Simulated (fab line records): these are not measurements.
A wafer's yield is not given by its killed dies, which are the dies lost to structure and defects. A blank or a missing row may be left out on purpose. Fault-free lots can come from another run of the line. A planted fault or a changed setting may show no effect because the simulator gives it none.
2 desks looking at one fault + flow sky130 + what lay behind the numbers comes last; until then each desk has only its own

## THE TOOL OWNER'S DESK: rie-diel-02
The tool's own readings at SKY_PAD_OPEN_ETCH_07 (etches the open film in CF4/O2, stops on AlCu, target depth 725 nm, time 161.1 s): means of the sampled wafers that have a number, for each lot that ran on this tool. Marked OUT: a lot whose mean sits more than 4 standard deviations from the usual mean, which makes it out of limits; the brackets give that distance.
Columns: A = O2_flow_sccm at SKY_PAD_OPEN_ETCH_07, usual 10.00 sccm; B = bias-w at SKY_PAD_OPEN_ETCH_07, usual 150.1 W; C = drypump-motor-current-A at SKY_PAD_OPEN_ETCH_07, usual 5.4 A; D = oes-product-au at SKY_PAD_OPEN_ETCH_07, usual 0.975 a.u.; E = throttle-valve-pct at SKY_PAD_OPEN_ETCH_07, usual 5.964 %
| lot  | first seen here | A     | B     | C   | D     | E     |
|------|-----------------|-------|-------|-----|-------|-------|
| L106 | day 46 15:45    | 9.99  | 149.9 | 5.6 | 0.974 | 5.955 |
| L121 | day 50 04:06    | 10.00 | 150.0 | 5.3 | 0.977 | 5.961 |
Result from this desk: across the 2 lots, nothing is out of limits.

## METROLOGY DESK
What the gauges read for every lot (on any tool): the sampled wafers with a number, averaged. Marked OUT: a lot whose mean sits more than 4 standard deviations from the usual mean, which makes it out of limits; the brackets give that distance.
Columns: A = PASSIVATION_CVD_00_THK at SKY_PASSIVATION_THK_MEAS_01, usual 89.9 nm; B = PASSIVATION_CVD_02_THK at SKY_PASSIVATION_THK_MEAS_03, usual 536 nm
| lot  | first seen here | A    | B   |
|------|-----------------|------|-----|
| L102 | day 43 17:57    | 90.1 | 533 |
| L104 | day 44 08:25    | 89.0 | 542 |
| L105 | day 44 14:19    | 90.2 | 540 |
| L106 | day 44 21:56    | 89.9 | 535 |
| L108 | day 45 19:21    | 90.6 | 535 |
| L111 | day 46 01:49    | 88.8 | 537 |
| L112 | day 46 03:35    | 89.5 | 539 |
| L113 | day 46 11:22    | 90.1 | 536 |
| L114 | day 46 17:46    | 91.0 | 544 |
| L118 | day 48 14:17    | 88.2 | 520 |
| L120 | day 48 15:42    | 90.3 | 550 |
| L121 | day 48 17:40    | 90.5 | 533 |
| L123 | day 49 02:08    | 89.8 | 527 |
| L124 | day 49 02:46    | 90.5 | 542 |
| L125 | day 49 07:35    | 89.8 | 526 |
Result from this desk: across the 15 lots, nothing is out of limits.

## PUT TOGETHER
The tool owner's desk saw nothing out of limits.
The metrology desk saw nothing out of limits.

## WHAT WAS PUT IN BY THE SIMULATOR
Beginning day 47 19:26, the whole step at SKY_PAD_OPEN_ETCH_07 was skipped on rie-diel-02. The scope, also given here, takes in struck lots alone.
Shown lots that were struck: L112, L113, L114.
